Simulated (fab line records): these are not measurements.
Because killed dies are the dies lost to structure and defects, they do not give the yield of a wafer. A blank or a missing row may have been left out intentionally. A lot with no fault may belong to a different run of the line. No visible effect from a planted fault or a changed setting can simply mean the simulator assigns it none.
Chamber matching    flow sky130    rie-diel-03 running SKY_METAL3_ETCH_17: 4 sister chambers
The step etches SiO2 in C4F8/O2/Ar, stops on TiN, time 3.9 s, target depth 15 nm. 8 wafers are shown with their chamber, then 12 later ones without.

## WAFERS, EACH WITH ITS CHAMBER
wafer   chamber  oes-product-au (a.u.)
L082.2  3        0.748
L083.4  0        0.759
L085.1  1        0.742
L085.2  3        0.741
L085.3  2        0.753
L085.4  0        0.759
L085.5  2        0.760
L085.6  1        0.749

## WAFERS WHOSE CHAMBER IS MISSING
wafer   oes-product-au (a.u.)
L090.1  0.746
L090.2  0.766
L090.5  0.770
L095.2  0.764
L095.4  0.761
L095.5  0.761
L096.1  0.753
L096.2  0.754
L096.3  0.765
L096.4  0.763
L096.5  0.760
L096.6  0.768

## THE CHAMBER EACH PASSED THROUGH
wafer   from the rows above                in truth
L090.1  can't be placed: 1 or 3            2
L090.2  can't be placed: 0 or 2            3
L090.5  can't be placed: 0 or 2            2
L095.2  can't be placed: 0 or 2            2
L095.4  can't be placed: 0 or 2            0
L095.5  can't be placed: 0 or 2            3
L096.1  can't be placed: 2 or 0 or 1 or 3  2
L096.2  can't be placed: 2 or 0 or 1 or 3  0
L096.3  can't be placed: 0 or 2            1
L096.4  can't be placed: 0 or 2            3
L096.5  can't be placed: 0 or 2            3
L096.6  can't be placed: 0 or 2            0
Correctly placed: 0 of 12. Cannot be placed on the basis of these rows: 12; the candidates contain the true chamber in 6. 0 placed wrongly.
How it was worked out, from the rows above alone: a wafer's distance from a chamber is the root of the sum, over the readings, of the square of ((its reading less the chamber's mean) divided by the reading's scatter). The wafer belongs to the nearest chamber; if the next one is less than 2 further off, it can't be placed. The mean given for a chamber averages the wafers shown for that chamber. The scatter: take each reading less its chamber's mean, square it, sum over the shown wafers, divide by the number of wafers less the number of chambers, and take the root.
